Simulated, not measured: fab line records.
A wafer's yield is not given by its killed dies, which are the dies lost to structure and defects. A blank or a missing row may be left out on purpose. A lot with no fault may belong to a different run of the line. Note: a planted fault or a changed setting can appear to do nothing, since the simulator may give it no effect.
Which tool is to blame? || flow sky130 || 12 lots, 36 wafers sampled, at 6 steps of a route of 708

== WHAT THE GAUGES READ, wafer by wafer ==
SKY_FIELD_ISO_THK_MEAS_23.
{"lot": "L900", "measured": "day 2 06:16", "on": "film-metro-04", "FIELD_ISO_OXIDATION_01_THK (nm)": "10.18 10.17 10.42"}
{"lot": "L903", "measured": "day 3 02:09", "on": "film-metro-03", "FIELD_ISO_OXIDATION_01_THK (nm)": "9.82 9.94 9.99"}
{"lot": "L904", "measured": "day 3 05:05", "on": "film-metro-03", "FIELD_ISO_OXIDATION_01_THK (nm)": "10.01 10.03 10.02"}
{"lot": "L905", "measured": "day 3 10:22", "on": "film-metro-01", "FIELD_ISO_OXIDATION_01_THK (nm)": "9.97 9.86 9.78"}
{"lot": "L909", "measured": "day 4 06:35", "on": "film-metro-01", "FIELD_ISO_OXIDATION_01_THK (nm)": "9.83 9.82 9.87"}
{"lot": "L915", "measured": "day 5 15:35", "on": "film-metro-03", "FIELD_ISO_OXIDATION_01_THK (nm)": "10.01 9.89 9.90"}
{"lot": "L916", "measured": "day 5 19:39", "on": "film-metro-03", "FIELD_ISO_OXIDATION_01_THK (nm)": "10.09 10.28 10.06"}
{"lot": "L918", "measured": "day 6 03:47", "on": "film-metro-03", "FIELD_ISO_OXIDATION_01_THK (nm)": "9.82 10.07 10.04"}
{"lot": "L919", "measured": "day 6 11:00", "on": "film-metro-03", "FIELD_ISO_OXIDATION_01_THK (nm)": "9.86 9.92 9.89"}
{"lot": "L920", "measured": "day 6 17:49", "on": "film-metro-04", "FIELD_ISO_OXIDATION_01_THK (nm)": "10.07 10.15 9.85"}
{"lot": "L922", "measured": "day 7 02:17", "on": "film-metro-04", "FIELD_ISO_OXIDATION_01_THK (nm)": "10.15 10.25 10.10"}
{"lot": "L923", "measured": "day 7 06:14", "on": "film-metro-03", "FIELD_ISO_OXIDATION_01_THK (nm)": "10.03 10.08 10.11"}

SKY_VT_ADJUST_HVTP_CD_MEAS_07 targets a cd of 380 nm.
{"lot": "L900", "measured": "day 6 02:58", "on": "cd-sem-01", "cd-nm (nm)": "378.8 380.9 381.2"}
{"lot": "L903", "measured": "day 6 23:53", "on": "cd-sem-02", "cd-nm (nm)": "378.3 379.8 378.3"}
{"lot": "L904", "measured": "day 7 04:11", "on": "cd-sem-01", "cd-nm (nm)": "381.4 382.6 384.3"}
{"lot": "L905", "measured": "day 7 08:10", "on": "cd-sem-01", "cd-nm (nm)": "- - -"}
{"lot": "L909", "measured": "day 8 08:59", "on": "cd-sem-02", "cd-nm (nm)": "375.9 373.7 375.9"}
{"lot": "L915", "measured": "day 10 05:04", "on": "cd-sem-02", "cd-nm (nm)": "381.0 379.5 380.7"}
{"lot": "L916", "measured": "day 10 11:16", "on": "cd-sem-02", "cd-nm (nm)": "381.1 383.0 382.8"}
{"lot": "L918", "measured": "day 10 19:13", "on": "cd-sem-02", "cd-nm (nm)": "380.2 382.0 381.0"}
{"lot": "L919", "measured": "day 11 05:21", "on": "cd-sem-02", "cd-nm (nm)": "383.2 382.1 382.0"}
{"lot": "L920", "measured": "day 11 11:19", "on": "cd-sem-02", "cd-nm (nm)": "381.3 380.6 383.1"}
{"lot": "L922", "measured": "day 11 21:37", "on": "cd-sem-02", "cd-nm (nm)": "379.4 379.1 379.5"}
{"lot": "L923", "measured": "day 12 02:59", "on": "cd-sem-02", "cd-nm (nm)": "383.1 384.2 385.7"}

SKY_VT_ADJUST_HVTP_TW_MEAS_11.
{"lot": "L900", "measured": "day 6 03:22", "on": "film-metro-01", "VT_ADJUST_HVTP_TW": "1372 1371 1369"}
{"lot": "L903", "measured": "day 7 00:16", "on": "film-metro-02", "VT_ADJUST_HVTP_TW": "1387 1381 1385"}
{"lot": "L904", "measured": "day 7 04:36", "on": "film-metro-02", "VT_ADJUST_HVTP_TW": "1384 1378 1385"}
{"lot": "L905", "measured": "day 7 08:35", "on": "film-metro-02", "VT_ADJUST_HVTP_TW": "31 31 31"}
{"lot": "L909", "measured": "day 8 09:24", "on": "film-metro-04", "VT_ADJUST_HVTP_TW": "1360 1357 1353"}
{"lot": "L915", "measured": "day 10 05:28", "on": "film-metro-02", "VT_ADJUST_HVTP_TW": "1383 1380 1375"}
{"lot": "L916", "measured": "day 10 11:40", "on": "film-metro-02", "VT_ADJUST_HVTP_TW": "1385 1376 1378"}
{"lot": "L918", "measured": "day 10 19:37", "on": "film-metro-02", "VT_ADJUST_HVTP_TW": "1379 1376 1382"}
{"lot": "L919", "measured": "day 11 05:44", "on": "film-metro-01", "VT_ADJUST_HVTP_TW": "1380 1376 1376"}
{"lot": "L920", "measured": "day 11 11:43", "on": "film-metro-04", "VT_ADJUST_HVTP_TW": "1354 1362 1355"}
{"lot": "L922", "measured": "day 11 22:01", "on": "film-metro-02", "VT_ADJUST_HVTP_TW": "1363 1371 1360"}
{"lot": "L923", "measured": "day 12 03:22", "on": "film-metro-02", "VT_ADJUST_HVTP_TW": "1381 1370 1367"}

SKY_VT_ADJUST_LVTN_OVL_MEAS_07.
{"lot": "L900", "measured": "day 6 22:03", "on": "overlay-02", "VT_ADJUST_LVTN_OVL (nm)": "2.1 1.3 1.0"}
{"lot": "L903", "measured": "day 7 19:07", "on": "overlay-02", "VT_ADJUST_LVTN_OVL (nm)": "-1.2 -2.6 -2.3"}
{"lot": "L904", "measured": "day 7 23:47", "on": "overlay-01", "VT_ADJUST_LVTN_OVL (nm)": "-1.9 -2.6 -3.9"}
{"lot": "L905", "measured": "day 8 04:31", "on": "overlay-01", "VT_ADJUST_LVTN_OVL (nm)": "-3.5 -3.8 -3.0"}
{"lot": "L909", "measured": "day 9 06:04", "on": "overlay-02", "VT_ADJUST_LVTN_OVL (nm)": "-2.0 0.1 -2.4"}
{"lot": "L915", "measured": "day 11 04:14", "on": "overlay-02", "VT_ADJUST_LVTN_OVL (nm)": "-0.1 1.4 0.6"}
{"lot": "L916", "measured": "day 11 10:55", "on": "overlay-01", "VT_ADJUST_LVTN_OVL (nm)": "0.2 0.7 0.2"}
{"lot": "L918", "measured": "day 11 19:49", "on": "overlay-02", "VT_ADJUST_LVTN_OVL (nm)": "-0.1 0.1 2.6"}
{"lot": "L919", "measured": "day 12 05:35", "on": "overlay-02", "VT_ADJUST_LVTN_OVL (nm)": "-1.0 1.3 -1.1"}
{"lot": "L920", "measured": "day 12 11:55", "on": "overlay-01", "VT_ADJUST_LVTN_OVL (nm)": "0.0 1.9 1.2"}
{"lot": "L922", "measured": "day 12 22:49", "on": "overlay-02", "VT_ADJUST_LVTN_OVL (nm)": "1.6 -1.7 -1.4"}
{"lot": "L923", "measured": "day 13 04:29", "on": "overlay-01", "VT_ADJUST_LVTN_OVL (nm)": "-0.1 -0.1 0.9"}

SKY_POLY_GATE_CD_MEAS_22.
{"lot": "L900", "measured": "day 16 13:15", "on": "cd-sem-02", "cd-nm (nm)": "150.4 152.1 153.2"}
{"lot": "L903", "measured": "day 17 16:41", "on": "cd-sem-02", "cd-nm (nm)": "153.5 156.4 154.5"}
{"lot": "L904", "measured": "day 17 23:52", "on": "cd-sem-01", "cd-nm (nm)": "149.7 148.2 150.5"}
{"lot": "L905", "measured": "day 18 11:22", "on": "cd-sem-01", "cd-nm (nm)": "152.4 153.9 152.9"}
{"lot": "L909", "measured": "day 19 21:34", "on": "cd-sem-01", "cd-nm (nm)": "149.6 149.7 152.6"}
{"lot": "L915", "measured": "day 22 09:47", "on": "cd-sem-01", "cd-nm (nm)": "152.2 156.4 153.8"}
{"lot": "L916", "measured": "day 22 18:40", "on": "cd-sem-02", "cd-nm (nm)": "150.5 147.4 147.7"}
{"lot": "L918", "measured": "day 23 03:52", "on": "cd-sem-01", "cd-nm (nm)": "153.3 153.3 153.8"}
{"lot": "L919", "measured": "day 23 15:32", "on": "cd-sem-02", "cd-nm (nm)": "154.4 152.0 153.4"}
{"lot": "L920", "measured": "day 23 20:55", "on": "cd-sem-02", "cd-nm (nm)": "151.5 148.3 151.8"}
{"lot": "L922", "measured": "day 24 09:28", "on": "cd-sem-01", "cd-nm (nm)": "149.6 149.5 147.3"}
{"lot": "L923", "measured": "day 24 18:12", "on": "cd-sem-01", "cd-nm (nm)": "150.1 153.1 151.0"}

== WHICH TOOL RAN EACH LOT (tool, then ch and the chambers of the sampled wafers, then the start) ==
{"lot": "L900", "SKY_VT_ADJUST_HVTP_EXPOSE_04": "iline-stepper-02 ch 0, day 5 18:08"}
{"lot": "L903", "SKY_VT_ADJUST_HVTP_EXPOSE_04": "iline-stepper-01 ch 0, day 6 14:10"}
{"lot": "L904", "SKY_VT_ADJUST_HVTP_EXPOSE_04": "iline-stepper-02 ch 0, day 6 19:03"}
{"lot": "L905", "SKY_VT_ADJUST_HVTP_EXPOSE_04": "iline-stepper-01 ch 0, day 6 22:44"}
{"lot": "L909", "SKY_VT_ADJUST_HVTP_EXPOSE_04": "iline-stepper-01 ch 0, day 7 23:04"}
{"lot": "L915", "SKY_VT_ADJUST_HVTP_EXPOSE_04": "iline-stepper-01 ch 0, day 9 18:17"}
{"lot": "L916", "SKY_VT_ADJUST_HVTP_EXPOSE_04": "iline-stepper-01 ch 0, day 10 00:37"}
{"lot": "L918", "SKY_VT_ADJUST_HVTP_EXPOSE_04": "iline-stepper-01 ch 0, day 10 07:53"}
{"lot": "L919", "SKY_VT_ADJUST_HVTP_EXPOSE_04": "iline-stepper-02 ch 0, day 10 17:40"}
{"lot": "L920", "SKY_VT_ADJUST_HVTP_EXPOSE_04": "iline-stepper-02 ch 0, day 10 23:58"}
{"lot": "L922", "SKY_VT_ADJUST_HVTP_EXPOSE_04": "iline-stepper-02 ch 0, day 11 09:26"}
{"lot": "L923", "SKY_VT_ADJUST_HVTP_EXPOSE_04": "iline-stepper-01 ch 0, day 11 15:10"}
- SKY_VT_ADJUST_HVTP_EXPOSE_04: exposes mask HVTPM, target cd 380 nm.

== WHAT THE TOOLS THEMSELVES READ (means of the sampled wafers that have a number; where no wafer has one, the mark that the record gives instead) ==
SKY_VT_ADJUST_HVTP_EXPOSE_04.
{"lot": "L900", "tool": "iline-stepper-02", "stage-vel-mm-s (mm/s)": 500.19}
{"lot": "L903", "tool": "iline-stepper-01", "stage-vel-mm-s (mm/s)": 500.09}
{"lot": "L904", "tool": "iline-stepper-02", "stage-vel-mm-s (mm/s)": 500.11}
{"lot": "L905", "tool": "iline-stepper-01", "stage-vel-mm-s (mm/s)": 499.95}
{"lot": "L909", "tool": "iline-stepper-01", "stage-vel-mm-s (mm/s)": 499.91}
{"lot": "L915", "tool": "iline-stepper-01", "stage-vel-mm-s (mm/s)": 499.70}
{"lot": "L916", "tool": "iline-stepper-01", "stage-vel-mm-s (mm/s)": 499.92}
{"lot": "L918", "tool": "iline-stepper-01", "stage-vel-mm-s (mm/s)": 500.20}
{"lot": "L919", "tool": "iline-stepper-02", "stage-vel-mm-s (mm/s)": 500.11}
{"lot": "L920", "tool": "iline-stepper-02", "stage-vel-mm-s (mm/s)": 500.09}
{"lot": "L922", "tool": "iline-stepper-02", "stage-vel-mm-s (mm/s)": 499.83}
{"lot": "L923", "tool": "iline-stepper-01", "stage-vel-mm-s (mm/s)": 499.71}

== THE ANSWER, worked out from the rows above alone ==
Rule: the lots themselves supply what counts as usual. The widest of any qualifying gaps counts: lots, ordered by their means at a reading, are off when they make up no more than a third of the lots, leave a main group of 4 or more, and stand apart from it by 3 or more times the standard deviation of that group's means. The tables above print the reading to a certain number of digits; a main group whose means all agree to those digits is not used. A lot without any number at a reading at which 4 lots or more have one is off too. The other lots that the step has rows for count as sound. First the gauges in route order, then the tools' own readings, where a lot's mean is used as printed above. The first step at which some lot is off is used, and at that step the reading that is off furthest; a lot without a number counts as furthest.
Off at SKY_VT_ADJUST_HVTP_CD_MEAS_07 (cd-nm): L905. Without a number there: L905. The main group: mean 380.8 nm, standard deviation 2.3.
A tool fits if, at a process step before that reading, it ran every lot that is off, and no sound lot after the first of them. The gauges at SKY_VT_ADJUST_HVTP_CD_MEAS_07 aren't tried: what is off there is off at SKY_VT_ADJUST_HVTP_TW_MEAS_11 too, on other tools, and a gauge's error can't cause that. No candidate that was tried fits.

== WHAT THE SIMULATOR PUT IN ==
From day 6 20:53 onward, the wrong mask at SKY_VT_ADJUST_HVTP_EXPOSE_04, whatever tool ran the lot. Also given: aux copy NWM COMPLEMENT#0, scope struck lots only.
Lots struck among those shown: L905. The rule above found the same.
